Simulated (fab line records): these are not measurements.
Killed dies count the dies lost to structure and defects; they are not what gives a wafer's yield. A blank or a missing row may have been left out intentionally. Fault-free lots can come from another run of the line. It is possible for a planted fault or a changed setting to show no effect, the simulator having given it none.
Comparing a struck lot with a sound one ; flow gf180mcu ; 15 steps out of a route of 602
Sound: the wafers L225.1, L225.4, L225.6. Struck: wafer L231.1 (L231.4, L231.5, from the same lot, were not struck and are left out); the cause is given at the end.
Each step with rows lists, per side, the tool, then ch with its chambers, then its first start. Under that, the readings that differ: sound wafers ; struck wafers ; difference of the means ; sigmas: that difference in standard deviations of wafers without a fault.
alike: words and numbers the same on both sides, and readings whose means are apart by under 2 such deviations; not compared: readings that were withheld, readings missing a value for some wafer, numbers with overlapping values and no deviation given by the record, and bounds like >300 which may hide the same value.
The two part at a step that has a row with sigmas, a row that says differs or no value, or rows on one side only. When numbers do not overlap yet have no deviation, they are printed without sigmas and do not part them. A reading missing from all wafers of one side parts the sides only when that side holds two or more wafers.

first, 4 steps without rows for these wafers: GF_V1_STRIP_18 (strips in O2/N2); GF_V1_STRIP_19 (strips in post etch residue remover, time 1200 s); GF_V1_CLEAN_20 (cleans in DIW); GF_V1_SPUTTER_21 (material Ti, target thk 15 nm, time 80.02 s).
GF_V1_SPUTTER_22: material TiN, target thk 10 nm, time 40 s.
  sound on pvd_sputter-01 at day 19 06:05; struck on pvd_sputter-04 at day 21 12:37
  alike: throttle_valve_pct
GF_V1_CVD_23: deposits W, target thk 350 nm, time 105.05 s.
  sound on cvd_w-01 ch 0,1, day 19 06:08; struck on cvd_w-01 ch 1, day 21 12:38
reading;sound;struck;difference;sigmas
susceptor_temp_C (C);399.41 400.25 399.32;400.24;+0.58;+3
  alike: heater_power_w
GF_V1_RS_MEAS_24: the measuring method here is four-point-probe.
  sound on film_metro-02 at day 19 06:14; struck on film_metro-02 at day 21 12:46
  alike: V1_W_RS
GF_V1_THK_MEAS_25: measures by xrf.
  sound on film_metro-02 at day 19 06:22; struck on film_metro-02 at day 21 12:53
  alike: V1_W_THK
then, 1 step without rows for these wafers: GF_V1_CMP_26 (polishes, stops on SiO2, t overpolish 15 s, target thk 0 nm).
GF_M2_SPUTTER_00: material Ti, target thk 37.5 nm, time 150 s.
  sound on pvd_sputter-03 at day 19 06:43; struck on pvd_sputter-02 at day 21 13:14
  alike: throttle_valve_pct
GF_M2_SPUTTER_01: material TiN, target thk 30 nm, time 25 s.
  sound on pvd_sputter-03 at day 19 06:49; struck on pvd_sputter-02 at day 21 13:20
  alike: throttle_valve_pct
then, 1 step without rows for these wafers: GF_M2_SPUTTER_02 (material AlCu, target thk 450 nm, time 23.9 s).
GF_M2_SPUTTER_03: material Ti, target thk 10 nm, time 6.7 s.
  sound on pvd_sputter-03 at day 19 06:53; struck on pvd_sputter-02 at day 21 13:24
reading;sound;struck;difference;sigmas
model.Ti_of_M2_SPUTTER_03.thk_nm (nm);9.957 9.986 9.941;9.037;-0.924;
  alike: throttle_valve_pct
GF_M2_SPUTTER_04: material TiN, target thk 50 nm, time 41.7 s.
  sound on pvd_sputter-03 at day 19 06:55; struck on pvd_sputter-02 at day 21 13:25
  alike: throttle_valve_pct
-- the record jumps here: 10 days lie between the struck wafers' starts before and after (it left off in module M2 and takes up again in module PASSIVATION, whose first step shown is number 602 of the route) --
GF_PASSIVATION_PROBE_99:
  the record has rows for the struck wafers here (prober-01, day 31 16:29) and none for the sound ones

WHERE THEY PART
Last at GF_PASSIVATION_PROBE_99 as far as this record goes, first at GF_V1_CVD_23.

WHY: the cause the simulator had injected
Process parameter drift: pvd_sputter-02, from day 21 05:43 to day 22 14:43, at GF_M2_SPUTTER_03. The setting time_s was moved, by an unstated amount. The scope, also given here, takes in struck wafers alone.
